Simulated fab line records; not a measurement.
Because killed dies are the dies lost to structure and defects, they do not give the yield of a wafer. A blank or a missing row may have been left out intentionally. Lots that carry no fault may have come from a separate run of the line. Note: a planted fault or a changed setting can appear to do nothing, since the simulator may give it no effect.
Which tool is to blame? || flow gf180mcu || at 1 step of a route of 602, 12 lots with 36 wafers sampled

== WHAT THE GAUGES SHOWED, per wafer ==
GF_MIM_THK_MEAS_11: measures by xrf. Usual: MIM_ALCU_THK gives 207.0 nm (standard deviation 2.1).
{"lot": "L429", "measured": "day 26 00:49", "on": "film-metro-03", "MIM_ALCU_THK (nm)": "206.3 206.9 207.0", "flag": ""}
{"lot": "L430", "measured": "day 26 04:41", "on": "film-metro-03", "MIM_ALCU_THK (nm)": "204.0 205.9 203.4", "flag": ""}
{"lot": "L432", "measured": "day 26 22:46", "on": "film-metro-03", "MIM_ALCU_THK (nm)": "206.2 207.2 206.2", "flag": ""}
{"lot": "L435", "measured": "day 27 22:43", "on": "film-metro-03", "MIM_ALCU_THK (nm)": "208.3 208.2 209.9", "flag": ""}
{"lot": "L436", "measured": "day 28 08:25", "on": "film-metro-03", "MIM_ALCU_THK (nm)": "208.8 208.1 207.9", "flag": ""}
{"lot": "L437", "measured": "day 28 11:19", "on": "film-metro-03", "MIM_ALCU_THK (nm)": "207.2 207.1 206.3", "flag": ""}
{"lot": "L438", "measured": "day 28 17:41", "on": "film-metro-01", "MIM_ALCU_THK (nm)": "211.3 207.5 210.6", "flag": ""}
{"lot": "L440", "measured": "day 29 08:23", "on": "film-metro-03", "MIM_ALCU_THK (nm)": "210.6 208.0 210.0", "flag": ""}
{"lot": "L441", "measured": "day 29 16:15", "on": "film-metro-03", "MIM_ALCU_THK (nm)": "207.9 204.9 206.6", "flag": ""}
{"lot": "L446", "measured": "day 30 23:16", "on": "film-metro-01", "MIM_ALCU_THK (nm)": "206.2 206.2 205.6", "flag": ""}
{"lot": "L447", "measured": "day 31 03:51", "on": "film-metro-03", "MIM_ALCU_THK (nm)": "207.1 207.1 207.9", "flag": ""}
{"lot": "L448", "measured": "day 31 10:55", "on": "film-metro-02", "MIM_ALCU_THK (nm)": "202.2 203.8 202.2", "flag": ""}

== WHAT TOOL EACH LOT RAN ON (gives the tool, then ch and the chambers of the sampled wafers, and finally the start) ==
Before these readings, the record contains no process step.

== WHAT THE TOOLS THEMSELVES READ (means of the sampled wafers that have a number; where no wafer has one, the mark that the record gives instead) ==
The record holds no such reading with a usual standard deviation.

== THE ANSWER, worked out from the rows above alone ==
Rule: lot off if the mean of its wafers having a number is beyond 3 standard deviations from the usual mean. A lot without any number at a reading at which 4 lots or more have one is off too. The other lots that the step has rows for count as sound. First the gauges in route order, then the tools' own readings, where a lot's mean is used as printed above. At the first step where some lot is off, the reading lying furthest off is the one used; lots without a number count as furthest.
No lot is off on any of the readings shown, so nothing can be concluded from this.

== WHAT THE SIMULATOR HAD PUT IN ==
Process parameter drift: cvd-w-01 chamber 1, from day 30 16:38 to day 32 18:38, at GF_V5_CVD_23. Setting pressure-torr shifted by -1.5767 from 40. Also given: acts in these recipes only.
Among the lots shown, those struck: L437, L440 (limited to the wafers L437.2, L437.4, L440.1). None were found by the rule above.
